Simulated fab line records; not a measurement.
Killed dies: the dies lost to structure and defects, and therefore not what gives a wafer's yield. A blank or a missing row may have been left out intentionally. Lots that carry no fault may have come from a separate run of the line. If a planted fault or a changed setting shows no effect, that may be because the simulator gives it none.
What tool caused it? + flow sky130 + 36 wafers from 12 lots sampled at 5 of the route's 708 steps

## WHAT THE GAUGES READ, wafer by wafer
SKY_VIA2_OVL_MEAS_13.
| lot  | measured     | on         | VIA2_OVL (nm) |
|------|--------------|------------|---------------|
| L216 | day 36 16:23 | overlay-02 | -9 -12 -1     |
| L217 | day 36 18:44 | overlay-01 | 0 7 -2        |
| L219 | day 37 14:00 | overlay-02 | 3 -7 -4       |
| L220 | day 37 20:37 | overlay-01 | -4 1 1        |
| L221 | day 38 01:48 | overlay-01 | -3 -2 -5      |
| L224 | day 39 08:28 | overlay-02 | 0 -2 -8       |
| L225 | day 39 08:32 | overlay-01 | -2 -6 -8      |
| L226 | day 39 19:32 | overlay-02 | 8 1 8         |
| L227 | day 40 00:11 | overlay-01 | 6 2 1         |
| L235 | day 41 23:54 | overlay-02 | -3 5 -6       |
| L236 | day 42 12:41 | overlay-01 | -1 -9 3       |
| L237 | day 42 20:50 | overlay-02 | -6 -1 -3      |

SKY_CAPM_THK_MEAS_01.
| lot  | measured     | on            | CAPM_CVD_00_THK (nm)                |
|------|--------------|---------------|-------------------------------------|
| L216 | day 36 17:58 | film-metro-04 | 15.14 15.41 15.39                   |
| L217 | day 36 20:37 | film-metro-04 | 15.38 15.41 15.83                   |
| L219 | day 37 15:37 | film-metro-03 | 15.16 15.60 15.35                   |
| L220 | day 37 22:13 | film-metro-03 | 15.72 15.65 15.54                   |
| L221 | day 38 03:23 | film-metro-02 | 15.17 15.29 15.68                   |
| L224 | day 39 10:04 | film-metro-04 | 15.47 15.94 15.63                   |
| L225 | day 39 10:07 | film-metro-02 | 15.08 15.21 15.43                   |
| L226 | day 39 21:08 | film-metro-04 | 15.21 15.25 15.57                   |
| L227 | day 40 02:02 | film-metro-02 | 15.44 15.56 15.55                   |
| L235 | day 42 01:32 | film-metro-04 | 26.59 27.00 15.50 26.52 26.97 15.45 |
| L236 | day 42 14:16 | film-metro-03 | 15.18 15.18 27.18 15.19 15.24 27.19 |
| L237 | day 42 22:26 | film-metro-03 | 15.16 15.21 15.24                   |

SKY_CAPM_THK_MEAS_04: measures by xrf.
| lot  | measured     | on            | CAPM_TIN_THK (nm) |
|------|--------------|---------------|-------------------|
| L216 | day 36 18:16 | film-metro-04 | 200.8 200.9 197.3 |
| L217 | day 36 20:54 | film-metro-02 | 194.1 197.3 194.7 |
| L219 | day 37 15:55 | film-metro-03 | 194.3 194.1 193.9 |
| L220 | day 37 22:31 | film-metro-02 | 194.4 194.3 193.5 |
| L221 | day 38 03:40 | film-metro-03 | 195.7 197.1 197.0 |
| L224 | day 39 10:22 | film-metro-03 | 193.3 195.3 194.6 |
| L225 | day 39 10:25 | film-metro-04 | 200.3 199.0 197.5 |
| L226 | day 39 21:25 | film-metro-02 | 193.3 194.1 195.5 |
| L227 | day 40 02:19 | film-metro-02 | 197.8 196.6 196.9 |
| L235 | day 42 03:33 | film-metro-03 | 193.3 193.8 194.3 |
| L236 | day 43 00:55 | film-metro-02 | 199.1 198.3 198.4 |
| L237 | day 42 22:43 | film-metro-02 | 196.2 195.6 194.5 |

## WHAT TOOL EACH LOT RAN ON (gives the tool, then ch and the chambers of the sampled wafers, and finally the start)
| lot  | SKY_METAL3_SPUTTER_01        | SKY_CAPM_CVD_00                 |
|------|------------------------------|---------------------------------|
| L216 | pvd-sputter-02, day 36 17:49 | pecvd-04 ch 1,2, day 36 17:57   |
| L217 | pvd-sputter-03, day 36 20:27 | pecvd-03 ch 0,1, day 36 20:35   |
| L219 | pvd-sputter-04, day 37 15:28 | pecvd-02 ch 1,2, day 37 15:36   |
| L220 | pvd-sputter-02, day 37 22:02 | pecvd-02 ch 0,1,2, day 37 22:11 |
| L221 | pvd-sputter-02, day 38 03:14 | pecvd-04 ch 0,2, day 38 03:22   |
| L224 | pvd-sputter-02, day 39 09:53 | pecvd-02 ch 0,1,2, day 39 10:02 |
| L225 | pvd-sputter-03, day 39 09:58 | pecvd-03 ch 1,2, day 39 10:05   |
| L226 | pvd-sputter-03, day 39 20:58 | pecvd-03 ch 1,2, day 39 21:06   |
| L227 | pvd-sputter-03, day 40 01:52 | pecvd-03 ch 0,1,2, day 40 02:00 |
| L235 | pvd-sputter-02, day 42 01:23 | pecvd-03 ch 1,2, day 42 01:31   |
| L236 | pvd-sputter-03, day 42 14:07 | pecvd-03 ch 0,1,2, day 42 14:15 |
| L237 | pvd-sputter-03, day 42 22:16 | pecvd-04 ch 0,2, day 42 22:23   |
- SKY_METAL3_SPUTTER_01: material TiN, target thk 20 nm, time 16.7 s.
- SKY_CAPM_CVD_00: deposits SiO2, target thk 15.5 nm.

## AS READ BY THE TOOLS THEMSELVES (means over the sampled wafers that have a number; for cases with no such wafer, the mark the record gives instead)
SKY_METAL3_SPUTTER_01.
| lot  | tool           | throttle-valve-pct (%) |
|------|----------------|------------------------|
| L216 | pvd-sputter-02 | 29.5                   |
| L217 | pvd-sputter-03 | 30.4                   |
| L219 | pvd-sputter-04 | 29.2                   |
| L220 | pvd-sputter-02 | 29.5                   |
| L221 | pvd-sputter-02 | 29.6                   |
| L224 | pvd-sputter-02 | 29.6                   |
| L225 | pvd-sputter-03 | 30.3                   |
| L226 | pvd-sputter-03 | 30.4                   |
| L227 | pvd-sputter-03 | 30.3                   |
| L235 | pvd-sputter-02 | 29.4                   |
| L236 | pvd-sputter-03 | 30.6                   |
| L237 | pvd-sputter-03 | 30.4                   |

SKY_CAPM_CVD_00.
| lot  | tool     | heater-power-w (W) |
|------|----------|--------------------|
| L216 | pecvd-04 | 832                |
| L217 | pecvd-03 | 708                |
| L219 | pecvd-02 | 657                |
| L220 | pecvd-02 | 706                |
| L221 | pecvd-04 | 841                |
| L224 | pecvd-02 | 753                |
| L225 | pecvd-03 | 792                |
| L226 | pecvd-03 | 791                |
| L227 | pecvd-03 | 739                |
| L235 | pecvd-03 | 667                |
| L236 | pecvd-03 | 769                |
| L237 | pecvd-04 | 800                |

## THE ANSWER, worked out from the rows above alone
Rule: usual is defined by the lots themselves. The widest of any qualifying gaps counts: lots, ordered by their means at a reading, are off when they make up no more than a third of the lots, leave a main group of 4 or more, and stand apart from it by 3 or more times the standard deviation of that group's means. Not used: any main group whose means are identical at the precision the tables above print for the reading. Also off: a lot with no number at a reading for which 4 or more lots have one. All remaining lots with rows at the step are treated as sound. Order of review: gauges by route order, followed by the tools' own readings, for which a lot's mean as printed above is used. At the first step where some lot is off, the reading lying furthest off is the one used; lots without a number count as furthest.
Off: at SKY_CAPM_THK_MEAS_01 (CAPM_CVD_00_THK), L235, L236. Main group: mean 15.42 nm, sd 0.15.
A tool fits if, at a process step before that reading, it ran every lot that is off, and no sound lot after the first of them. The gauges at SKY_CAPM_THK_MEAS_01 are tried like those tools. One fits: SKY_CAPM_CVD_00 on pecvd-03. A fault onset in the window from L227 (day 40 02:00, its last sound lot) to L235 (day 42 01:31, its first lot off) fits.

## WHAT WAS PUT IN BY THE SIMULATOR
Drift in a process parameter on pecvd-03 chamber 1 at SKY_CAPM_CVD_00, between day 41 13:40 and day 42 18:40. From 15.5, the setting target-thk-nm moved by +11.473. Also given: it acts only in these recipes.
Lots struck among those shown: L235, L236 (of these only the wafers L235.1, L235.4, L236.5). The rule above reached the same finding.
